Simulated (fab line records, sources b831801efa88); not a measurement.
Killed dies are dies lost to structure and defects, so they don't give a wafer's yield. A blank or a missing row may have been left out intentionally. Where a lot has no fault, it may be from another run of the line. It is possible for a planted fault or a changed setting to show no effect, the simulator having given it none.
Struck lot and sound lot, side by side -- flow gf180mcu -- 19 steps out of a route of 602
Sound: the wafers L603.1, L603.3, L603.5. Wafers L597.1, L597.2, L597.5 were the ones struck. Last of all comes the cause.
Per side, at each step with rows, come the tool, then ch with its chambers, and then its first start. Under that, the readings that differ: sound wafers -- struck wafers -- difference of the means -- sigmas: that difference in standard deviations of wafers without a fault.
alike: a reading whose means differ by less than 2 such deviations, as well as words and numbers matching on both sides. not compared: withheld readings; readings where some wafer has no value; bounds like >300 that might hide an equal value; numbers whose values overlap and for which the record gives no deviation.
The two part at a step that has a row with sigmas, a row that says differs or no value, or rows on one side only. When numbers do not overlap yet have no deviation, they are printed without sigmas and do not part them. Lack of a reading on every wafer of one side parts them only where that side has two or more wafers.

GF_V3_THK_MEAS_25: measures by xrf.
  sound on film_metro-02, day 27 14:26; struck on film_metro-01, day 25 13:16
reading,sound,struck,difference,sigmas
V3_W_THK (nm),365 362 371,354 355 356,-11,-2
GF_V3_CMP_26: polishes, stops on SiO2, t overpolish 15 s, target thk 0 nm.
  sound on cmp-02 ch 2,3, day 27 14:30; struck on cmp-01 ch 0,1,2, day 25 13:19
  alike: edge_zone_pressure_frac, motor_current_A, overpolish_run_s, time_to_endpoint_s
GF_M4_SPUTTER_00: material Ti, target thk 37.5 nm, time 150 s.
  sound on pvd_sputter-04, day 27 14:48; struck on pvd_sputter-03, day 25 13:37
reading,sound,struck,difference,sigmas
throttle_valve_pct (%),29.6 31.9 32.0,28.2 29.4 29.3,-2.2,-2
GF_M4_SPUTTER_01: material TiN, target thk 30 nm, time 25 s.
  sound on pvd_sputter-04, day 27 14:54; struck on pvd_sputter-03, day 25 13:43
reading,sound,struck,difference,sigmas
throttle_valve_pct (%),30.0 32.0 31.9,28.3 29.3 29.4,-2.3,-2
then, 1 step without rows for these wafers: GF_M4_SPUTTER_02 (material AlCu, target thk 450 nm, time 23.9 s).
GF_M4_SPUTTER_03: material Ti, target thk 10 nm, time 6.7 s.
  sound on pvd_sputter-04, day 27 14:58; struck on pvd_sputter-03, day 25 13:47
reading,sound,struck,difference,sigmas
throttle_valve_pct (%),29.7 32.0 31.9,28.1 29.2 29.2,-2.4,-2
GF_M4_SPUTTER_04: material TiN, target thk 50 nm, time 41.7 s.
  sound on pvd_sputter-04, day 27 14:59; struck on pvd_sputter-03, day 25 13:49
reading,sound,struck,difference,sigmas
throttle_valve_pct (%),29.8 31.8 31.7,28.2 29.7 29.4,-2.0,-2
GF_M4_RS_MEAS_05: uses a four-point probe to measure.
  sound on film_metro-02, day 27 15:01; struck on film_metro-02, day 25 13:51
  alike: M4_ALCU_RS
GF_M4_THK_MEAS_06: measures by xrf.
  sound on film_metro-02, day 27 15:08; struck on film_metro-02, day 25 13:58
  alike: M4_ALCU_THK
then, 3 steps without rows for these wafers: GF_M4_DEHYDRATE_07 (time 60 s); GF_M4_HMDS_08 (prime time 60 s); GF_M4_COAT_09 (resist thk 1000 nm).
GF_M4_SOFTBAKE_10: time 60 s.
  sound on litho_track-03 ch 0, day 28 00:27; struck on litho_track-01 ch 0, day 26 00:55
reading,sound,struck,difference,sigmas
heater_power_total_W (W),93.09 93.04 93.06,91.92 91.99 91.87,-1.14,-20
plate_temp_C (C),130.09 130.13 129.91,128.50 128.56 128.58,-1.50,-11
then, 3 steps without rows for these wafers: GF_M4_EXPOSE_11 (exposes mask Metal4, target cd 280 nm); GF_M4_PEB_12 (peb time 90 s); GF_M4_DEVELOP_13 (develop time 60 s).
GF_M4_CD_MEAS_14 targets a cd of 280 nm.
  sound on cd_sem-02, day 28 10:34; struck on cd_sem-02, day 26 10:43
reading,sound,struck,difference,sigmas
cd_nm (nm),280.1 280.5 279.8,284.2 283.9 284.0,+3.9,+3
GF_M4_OVL_MEAS_15:
  sound on overlay-01, day 28 10:41; struck on overlay-01, day 26 10:50
  alike: M4_OVL
after that, 1 step had no rows for these wafers: GF_PASSIVATION_PROBE_99.

== WHERE THEY PART ==
Last at GF_M4_CD_MEAS_14 as far as this record goes, first at GF_V3_THK_MEAS_25. Later steps at which nothing parts them and some readings are alike: GF_M4_OVL_MEAS_15.

WHY: the cause the simulator had injected
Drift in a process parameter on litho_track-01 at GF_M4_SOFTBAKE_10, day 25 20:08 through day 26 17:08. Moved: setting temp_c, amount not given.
